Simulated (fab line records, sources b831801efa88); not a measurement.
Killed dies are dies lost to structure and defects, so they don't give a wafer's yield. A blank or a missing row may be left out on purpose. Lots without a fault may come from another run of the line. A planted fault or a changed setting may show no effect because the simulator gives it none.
Problem report in the 8D (eight disciplines) form, filled by code | flow sky130 | the parts of the form that need people (team, actions taken, sign-off) are left out

1. THE PROBLEM
exposure_dose_mJ_cm2 at SKY_PASSIVATION_EXPOSE_08 reads a mean of 278.45 on 9 wafers of 3 lots; wafers without a fault read 259.97 with a standard deviation of 0.25. That is +74 standard deviations from the usual mean.
The step: exposes mask NSM, target cd 3000 nm.
First seen on wafer L724.1, day 46 03:46, on iline_stepper-02. The record holds 21 wafers of 7 lots with a number at this step. Rule for "out", or "out of limits": more than 4 standard deviations from the usual mean. The other wafers with a number count as sound.

2. WHAT IT IS AND WHAT IT IS NOT
question                    | is                     | is not
which readings at this step | exposure_dose_mJ_cm2   | -
which lots                  | L723, L724, L725       | L720, L722, L737, L739
which wafers of those lots  | all that have a number | -
read on which tools         | iline_stepper-02       | iline_stepper-01
when                        | from day 46 03:46      | up to then (6 sound wafers); but 6 sound wafers of L737, L739 came after

3. SUSPECTS, AND WHAT RULES EACH OUT
Counting: a tool at a process step up to the reading stays a suspect if it ran every lot that is out and no sound lot after the first of them.
- iline_stepper-02 at SKY_PASSIVATION_EXPOSE_08 (exposes mask NSM, target cd 3000 nm): kept. It ran every lot that is out, first L724 (day 46 03:46), and no sound lot after that; its last sound lot up to then is L720 (day 45 20:30). Its own readings are out on those wafers: exposure_dose_mJ_cm2.
Left after counting: iline_stepper-02 at SKY_PASSIVATION_EXPOSE_08.

4. THE CAUSE (what the simulator had put in)
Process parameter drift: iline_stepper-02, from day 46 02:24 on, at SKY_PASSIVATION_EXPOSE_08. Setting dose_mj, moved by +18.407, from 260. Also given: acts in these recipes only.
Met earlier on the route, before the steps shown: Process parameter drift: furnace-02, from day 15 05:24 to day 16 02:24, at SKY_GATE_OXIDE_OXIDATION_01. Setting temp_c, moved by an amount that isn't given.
Counting left only this tool.

5. THE CHAIN OF EFFECTS, in route order
Each row: a reading whose mean over the struck wafers that have a number lies more than 3 standard deviations from the usual. Only readings for which the record gives a usual standard deviation are gone through. hours: the time from each lot's start at the first step in this table that gives one to its start at this step, as a median over the lots. sigmas: the change in usual standard deviations.
hours | step                      | reading              | usual  | on struck wafers | change | sigmas
0     | SKY_PASSIVATION_EXPOSE_08 | exposure_dose_mJ_cm2 | 259.97 | 278.45           | +18.48 | +74
The process steps in it:
- SKY_PASSIVATION_EXPOSE_08: exposes mask NSM, target cd 3000 nm.

6. WHAT WOULD HAVE CAUGHT IT SOONER
In this record the first reading out of limits was taken at day 46 03:46, 1 hour after the fault began at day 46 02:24.
